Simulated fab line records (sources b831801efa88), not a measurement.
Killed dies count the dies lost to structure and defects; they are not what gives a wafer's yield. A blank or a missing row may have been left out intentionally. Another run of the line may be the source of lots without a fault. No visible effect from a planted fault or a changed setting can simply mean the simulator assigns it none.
Matching of chambers | flow gf180mcu | 4 sister chambers for GF_V3_CMP_04 on cmp-02
The step polishes SiO2. 8 wafers are shown with their chamber, then 7 later ones without.

EACH WAFER AND ITS CHAMBER
wafer  | chamber | motorCurrentA (A) | slurryFlowMlMin
L961.4 | 1       | 9.4               | 149.7
L963.4 | 2       | 12.5              | 150.2
L964.4 | 0       | 14.4              | 149.5
L964.5 | 0       | 15.2              | 150.2
L965.1 | 1       | 9.6               | 149.3
L965.6 | 3       | 10.5              | 150.2
L966.1 | 2       | 12.1              | 150.9
L966.3 | 3       | 10.6              | 149.7

WAFERS WHOSE CHAMBER IS MISSING
wafer  | motorCurrentA (A) | slurryFlowMlMin
L966.6 | 9.0               | 150.0
L967.2 | 10.4              | 149.6
L967.5 | 10.7              | 150.2
L967.6 | 12.2              | 150.1
L978.1 | 11.4              | 148.8
L978.3 | 9.3               | 149.2
L978.6 | 9.3               | 149.9

WHICH CHAMBER EACH WENT THROUGH
wafer  | from the rows above     | in truth
L966.6 | 1                       | 1
L967.2 | can't be placed: 3 or 1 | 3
L967.5 | 3                       | 3
L967.6 | 2                       | 2
L978.1 | can't be placed: 3 or 2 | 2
L978.3 | 1                       | 1
L978.6 | 1                       | 1
5 of 7 placed correctly. Not placeable from these rows: 2 (in 2, the candidates include the true chamber). Wrongly placed: 0.
How it was worked out, from the rows above alone: a wafer's distance from a chamber is the root of the sum, over the readings, of the square of ((its reading less the chamber's mean) divided by the reading's scatter). If the next closest chamber is less than 2 further off than the closest, the wafer can't be placed; otherwise it belongs to the closest. The mean given for a chamber averages the wafers shown for that chamber. How the scatter is found: for the shown wafers, subtract from each reading the mean of its chamber, square and add these, divide the total by (wafers less chambers), then take the root.
